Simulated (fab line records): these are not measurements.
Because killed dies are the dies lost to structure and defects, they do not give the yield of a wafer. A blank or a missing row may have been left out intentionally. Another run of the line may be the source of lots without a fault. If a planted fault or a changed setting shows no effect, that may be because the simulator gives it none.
One fault seen from 2 desks + flow sky130 + each desk holds nothing but its own numbers, with what lay behind them at the end

DESK OF THE TOOL OWNER: rie diel-01
The tool's own readings at SKY_VIA3_ETCH_14 (etches BARC in N2/H2, stops on SiO2, time 45.9 s, target depth 60 nm): means of the sampled wafers that have a number, for each lot that ran on this tool. A lot is out of limits, marked OUT, if its mean lies more than 4 standard deviations from the usual mean; the brackets give that distance.
Columns: A = drypump motor current A at SKY_VIA3_ETCH_14, usual 5.8 A; B = oes product au at SKY_VIA3_ETCH_14, usual 0.854 a.u.; C = run length s at SKY_VIA3_ETCH_14, usual 74.2 s; D = throttle valve pct at SKY_VIA3_ETCH_14, usual 13.224 %
| lot  | first seen here | A   | B               | C               | D      |
|------|-----------------|-----|-----------------|-----------------|--------|
| L216 | day 39 13:18    | 5.3 | 0.853           | 73.7            | 13.227 |
| L219 | day 40 14:58    | 5.9 | 0.851           | 74.2            | 13.220 |
| L221 | day 41 09:44    | 5.4 | 0.856           | 73.8            | 13.226 |
| L229 | day 43 05:59    | 6.1 | 0.856           | 74.2            | 13.225 |
| L232 | day 44 15:18    | 5.9 | 0.897 (+10) OUT | 71.7 (-4.9) OUT | 13.234 |
This desk's finding: out of limits on L232; first on L232, day 44 15:18 (oes product au at SKY_VIA3_ETCH_14). In limits: L216, L219, L221, L229.

THE METROLOGY DESK
What the gauges read for every lot (on any tool): the sampled wafers with a number, averaged. A lot is out of limits, marked OUT, if its mean lies more than 4 standard deviations from the usual mean; the brackets give that distance.
Columns: A = cd nm at SKY_METAL3_CD_MEAS_13, usual 299.4 nm; B = METAL3_OVL at SKY_METAL3_OVL_MEAS_14, usual 1 nm
| lot  | first seen here | A     | B  |
|------|-----------------|-------|----|
| L216 | day 38 10:52    | 299.5 | -1 |
| L217 | day 38 18:03    | 297.8 | 11 |
| L218 | day 39 07:11    | 298.5 | 5  |
| L219 | day 39 11:56    | 299.9 | 3  |
| L221 | day 40 07:00    | 300.3 | 2  |
| L222 | day 40 12:29    | 299.6 | -1 |
| L225 | day 41 02:52    | 298.4 | 7  |
| L229 | day 42 05:14    | 301.4 | 4  |
| L230 | day 42 16:17    | 303.4 | 4  |
| L232 | day 43 15:41    | 299.8 | -4 |
| L239 | day 45 02:29    | 300.6 | 6  |
This desk's finding: nothing out of limits on any of the 11 lots.

TAKEN TOGETHER
The tool owner's desk could have raised an alarm at day 44 15:18, on L232.
Metrology desk: nothing out of limits seen.
The metrology desk has L232 on record, within its limits.
Every lot named ran SKY_VIA3_ETCH_14 on rie diel-01.

WHAT HAD BEEN PUT IN BY THE SIMULATOR
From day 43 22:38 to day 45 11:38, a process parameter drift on rie diel-01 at SKY_VIA3_ETCH_14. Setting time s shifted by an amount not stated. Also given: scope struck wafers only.
Shown lots that were struck: L232.
Time in hours from fault onset to the first out-of-limits reading at each desk: the tool owner's desk, 17.
